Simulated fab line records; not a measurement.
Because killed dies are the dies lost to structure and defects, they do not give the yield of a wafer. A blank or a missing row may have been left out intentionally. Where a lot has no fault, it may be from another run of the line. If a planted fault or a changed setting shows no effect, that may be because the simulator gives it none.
Which of the tools did it? -- flow sky130 -- 11 lots with 33 wafers sampled at 3 steps, on a route of 708 steps

WHAT THE GAUGES SHOWED, per wafer
SKY_CONTACT_THK_MEAS_01. Usual: CONTACT_CVD_00_THK typically reads 75.2 nm, with standard deviation 1.3.
lot,measured,on,CONTACT_CVD_00_THK (nm),flag
L262,day 30 17:17,film-metro-03,74.4 74.8 76.0,
L264,day 31 06:22,film-metro-03,75.9 75.8 76.4,
L265,day 31 12:44,film-metro-01,75.7 76.5 77.8,
L266,day 31 20:13,film-metro-02,75.7 76.8 77.7,
L268,day 32 23:27,film-metro-03,75.7 75.8 76.6,
L270,day 33 00:09,film-metro-01,74.6 75.5 77.2,
L269,day 33 01:20,film-metro-01,72.3 73.6 74.3,
L281,day 37 00:16,film-metro-02,72.3 73.2 73.3,
L282,day 37 01:07,film-metro-01,73.5 74.3 74.9,
L283,day 37 05:35,film-metro-03,75.5 74.3 75.7,
L284,day 37 07:34,film-metro-01,74.0 75.5 74.8,

SKY_VIA1_THK_MEAS_23: measures by xrf. Usual: VIA1_W_THK typically reads 277 nm, with standard deviation 3.9.
lot,measured,on,VIA1_W_THK (nm),flag
L262,day 34 07:39,film-metro-02,271 270 275,
L264,day 34 18:59,film-metro-02,278 277 277,
L265,day 35 03:18,film-metro-03,278 279 275,
L266,day 35 09:44,film-metro-04,281 280 285,
L268,day 36 10:34,film-metro-03,279 277 279,
L270,day 36 13:28,film-metro-03,275 272 278,
L269,day 36 13:32,film-metro-04,275 278 271,
L281,day 40 09:59,film-metro-02,281 283 282,
L282,day 40 10:38,film-metro-02,281 277 285,
L283,day 40 13:21,film-metro-04,283 280 282,
L284,day 40 17:19,film-metro-03,279 277 278,

WHAT TOOL EACH LOT RAN ON (gives the tool, then ch and the chambers of the sampled wafers, and finally the start)
lot,SKY_LOCAL_INTERCONNECT_METAL_ETCH_14
L262,"rie-metal-02 ch 0,1, day 30 16:33"
L264,"rie-metal-02 ch 1, day 31 05:37"
L265,"rie-metal-02 ch 1, day 31 12:01"
L266,"rie-metal-03 ch 0,1, day 31 19:30"
L268,"rie-metal-04 ch 0,1, day 32 22:46"
L270,"rie-metal-03 ch 0,1, day 32 23:28"
L269,"rie-metal-02 ch 0,1, day 33 00:38"
L281,"rie-metal-04 ch 0, day 36 23:28"
L282,"rie-metal-02 ch 0,1, day 37 00:22"
L283,"rie-metal-04 ch 0, day 37 04:49"
L284,"rie-metal-03 ch 0,1, day 37 06:53"
- SKY_LOCAL_INTERCONNECT_METAL_ETCH_14: etches TiN in Cl2/BCl3, stops on PSG, target depth 110 nm, time 31.4 s.

WHAT THE TOOLS THEMSELVES READ (means of the sampled wafers that have a number; where no wafer has one, the mark that the record gives instead)
SKY_LOCAL_INTERCONNECT_METAL_ETCH_14. Usual: bcl3-flow-sccm 30.00 sccm, standard deviation 0.09; drypump-motor-current-A 5.63 A, standard deviation 0.2; oes-product-au 0.941 a.u., standard deviation 0.0073; throttle-valve-pct 21.900 %, standard deviation 0.0096.
lot,tool,bcl3-flow-sccm (sccm),drypump-motor-current-A (A),oes-product-au (a.u.),throttle-valve-pct (%),flag
L262,rie-metal-02,30.04,5.73,0.938,21.896,
L264,rie-metal-02,29.95,5.79,0.944,21.901,
L265,rie-metal-02,29.96,5.78,0.943,21.895,
L266,rie-metal-03,29.93,5.69,0.935,21.901,
L268,rie-metal-04,29.98,5.31,0.940,21.905,
L270,rie-metal-03,30.00,5.74,0.938,21.890,
L269,rie-metal-02,30.05,5.74,0.950,21.892,
L281,rie-metal-04,30.01,5.30,0.944,21.895,
L282,rie-metal-02,30.01,5.74,0.943,21.900,
L283,rie-metal-04,29.99,5.28,0.947,21.902,
L284,rie-metal-03,29.97,5.73,0.943,21.894,

THE ANSWER, worked out from the rows above alone
Rule: take the mean of a lot's wafers that have a number; if it is more than 3 standard deviations from the usual mean, the lot is off. A lot without any number at a reading at which 4 lots or more have one is off too. Where the step has rows for the other lots, those lots are counted as sound. First the gauges in route order, then the tools' own readings, where a lot's mean is used as printed above. At the first step where some lot is off, the reading lying furthest off is the one used; lots without a number count as furthest.
No lot is off at any reading shown: from this, nothing can be told.

WHAT WAS PUT IN BY THE SIMULATOR
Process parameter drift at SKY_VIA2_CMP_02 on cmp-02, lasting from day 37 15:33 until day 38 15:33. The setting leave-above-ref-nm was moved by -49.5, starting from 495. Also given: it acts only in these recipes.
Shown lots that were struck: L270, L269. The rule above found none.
